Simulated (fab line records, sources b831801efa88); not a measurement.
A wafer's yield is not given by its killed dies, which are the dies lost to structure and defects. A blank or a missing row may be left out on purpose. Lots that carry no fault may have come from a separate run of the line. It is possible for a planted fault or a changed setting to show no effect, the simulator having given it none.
Problem report in the 8D (eight disciplines) form, filled by code | flow sky130 | the parts of the form that need people (team, actions taken, sign-off) are left out

## 1. THE ISSUE
Wafers without a fault read 0.865 a.u., standard deviation 0.0063; oesProductAu at SKY_METAL4_METAL_ETCH_18 reads a mean of 0.925 a.u. on 2 wafers belonging to 2 lots. Measured from the usual mean, that is +9.5 standard deviations.
The step: etches the open film in Cl2/BCl3, stops on SiO2, target depth 845 nm, time 183.1 s.
Earliest sighting: wafer L486.1 on rieMetal-01 at day 46 01:44. Wafers with a number at this step in the record: 32, from 11 lots. Rule for "out", or "out of limits": more than 4 standard deviations from the usual mean. The rest of the wafers with a number are treated as sound.

## 2. WHAT IT IS AND WHAT IT IS NOT
question                    | is                | is not
which readings at this step | oesProductAu      | biasW, drypumpMotorCurrentA, throttleValvePct
which lots                  | L486, L487        | L471, L472, L473, L474, L475, L480, L481, L482, L483
which wafers of those lots  | L486.1, L487.1    | L486.5, L487.5, L487.6
read on which tools         | rieMetal-01       | rieMetal-02, rieMetal-04
when                        | from day 46 01:44 | up to then (28 sound wafers); but 2 sound wafers of L487 came after

## 3. SUSPECTS, AND WHAT RULES EACH OUT
Counting: a tool at a process step up to the reading stays a suspect if it ran every lot that is out. Sound lots after the first of them don't rule it out here, since some wafers of a struck lot are sound.
- pvdSputter-03 at SKY_METAL4_SPUTTER_02 (material AlCu, target thk 735 nm, time 39.1 s): kept. Ran every lot that is out, first one L486 (day 44 06:09); last sound lot up to then L483 (day 43 09:46).
- pvdSputter-03 at SKY_METAL4_SPUTTER_03 (material Ti, target thk 5 nm, time 3.3 s): kept. Ran every lot that is out, first one L486 (day 44 06:11); last sound lot up to then L483 (day 43 09:49).
- rieMetal-01 at SKY_METAL4_METAL_ETCH_18 (etches the open film in Cl2/BCl3, stops on SiO2, target depth 845 nm, time 183.1 s): kept. Ran every lot that is out, first one L486 (day 46 01:44); last sound lot up to then L483 (day 45 07:17). Its own readings are out on those wafers: oesProductAu.
pvdSputter-03 at SKY_METAL4_SPUTTER_02, pvdSputter-03 at SKY_METAL4_SPUTTER_03 and rieMetal-01 at SKY_METAL4_METAL_ETCH_18 are what is left after counting.

## 4. THE CAUSE (what the simulator had put in)
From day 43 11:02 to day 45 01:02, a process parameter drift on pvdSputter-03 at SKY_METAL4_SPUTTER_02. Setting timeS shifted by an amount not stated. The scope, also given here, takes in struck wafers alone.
After counting, 3 suspects remain, this tool included.

## 5. THE EFFECT CHAIN, in route order
One row per reading whose mean, taken over the struck wafers that have a number, lies over 3 standard deviations from the usual. Scope: only readings with a usual standard deviation given in the record; hours: median across lots of the time from each lot's start at the first step in this table that gives one to its start at this step; sigmas: change in usual standard deviations.
hours | step                     | reading      | usual      | on struck wafers | change | sigmas
0     | SKY_METAL4_METAL_ETCH_18 | oesProductAu | 0.865 a.u. | 0.925            | +0.060 | +9.5
Its process steps:
- SKY_METAL4_METAL_ETCH_18: etches the open film in Cl2/BCl3, stops on SiO2, target depth 845 nm, time 183.1 s.

## 6. HOW IT WOULD HAVE BEEN CAUGHT EARLIER
63 hours passed between the start of the fault at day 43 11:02 and the first reading out of limits in this record, taken at day 46 01:44.
No tool reading at SKY_METAL4_SPUTTER_02 that has a usual standard deviation in the record was out on any struck wafer, so an alarm limit of 4 standard deviations on those readings would not have fired.
The start of SKY_METAL4_SPUTTER_02 on pvdSputter-03 came by day 46 01:44 for every one of the lots that are out (2). Tool hold at that time: it would have spared none of them.
